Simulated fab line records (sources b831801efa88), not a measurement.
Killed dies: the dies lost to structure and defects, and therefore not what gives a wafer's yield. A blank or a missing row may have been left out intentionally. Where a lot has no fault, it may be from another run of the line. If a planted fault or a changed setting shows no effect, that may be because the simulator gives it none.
2 desks, one fault | flow sky130 | each desk has only its own numbers; what lay behind them comes last

THE METROLOGY DESK
Lot by lot, what the gauges showed, no matter which tool ran the lot: averages of those sampled wafers that carry a number. The brackets show how far a lot's mean lies from the usual mean; more than 4 standard deviations puts the lot out of limits, marked OUT.
Columns: A = cdNm at SKY_VIA1_CD_MEAS_12, usual 149.7 nm
lot  | first seen here | A
L400 | day 34 04:56    | 154.1
L401 | day 34 14:38    | 152.0
L402 | day 35 21:54    | 149.9
L403 | day 36 04:17    | 150.4
L404 | day 36 06:13    | 149.8
L405 | day 36 07:21    | 149.4
L406 | day 36 11:25    | 150.6
L407 | day 36 19:10    | 150.1
L408 | day 37 08:03    | 149.6
L414 | day 39 09:08    | 149.6
L415 | day 39 13:40    | 149.9
L417 | day 39 20:06    | 152.0
This desk's finding: nothing out of limits on any of the 12 lots.

TOOL OWNER'S DESK, lithoTrack-02
The tool's own readings at SKY_DNWELL_DEVELOP_06 (develop time 60 s): means of the sampled wafers that have a number, for each lot that ran on this tool. The brackets show how far a lot's mean lies from the usual mean; more than 4 standard deviations puts the lot out of limits, marked OUT.
Columns: A = developerTempC at SKY_DNWELL_DEVELOP_06, usual 23.00 C; B = resistLineTempC at SKY_DNWELL_DEVELOP_06, usual 22.99 C
lot  | first seen here | A                | B
L400 | day 3 16:00     | 22.98            | 23.00
L402 | day 4 01:00     | 22.95            | 22.92
L404 | day 4 19:00     | 22.98            | 23.05
L414 | day 6 20:00     | 23.86 (+7.2) OUT | 23.06
L415 | day 7 00:00     | 24.16 (+9.6) OUT | 22.92
This desk finds L414, L415 out of limits, L414 being first, at day 6 20:00 (developerTempC at SKY_DNWELL_DEVELOP_06). L400, L402, L404: within limits.

BROUGHT TOGETHER
An alarm could have come from the tool owner's desk at day 6 20:00, on L414, L415.
Nothing out of limits was seen by the metrology desk.
The metrology desk holds a record of L414, L415, inside its limits.
Every lot named ran SKY_DNWELL_DEVELOP_06 on lithoTrack-02.

WHAT THE SIMULATOR HAD INSERTED
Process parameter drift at SKY_DNWELL_DEVELOP_06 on lithoTrack-02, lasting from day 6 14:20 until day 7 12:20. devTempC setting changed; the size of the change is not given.
Shown lots that were struck: L414, L415.
Delay in hours, fault start to first out-of-limits reading, by desk: the tool owner's desk at 6.
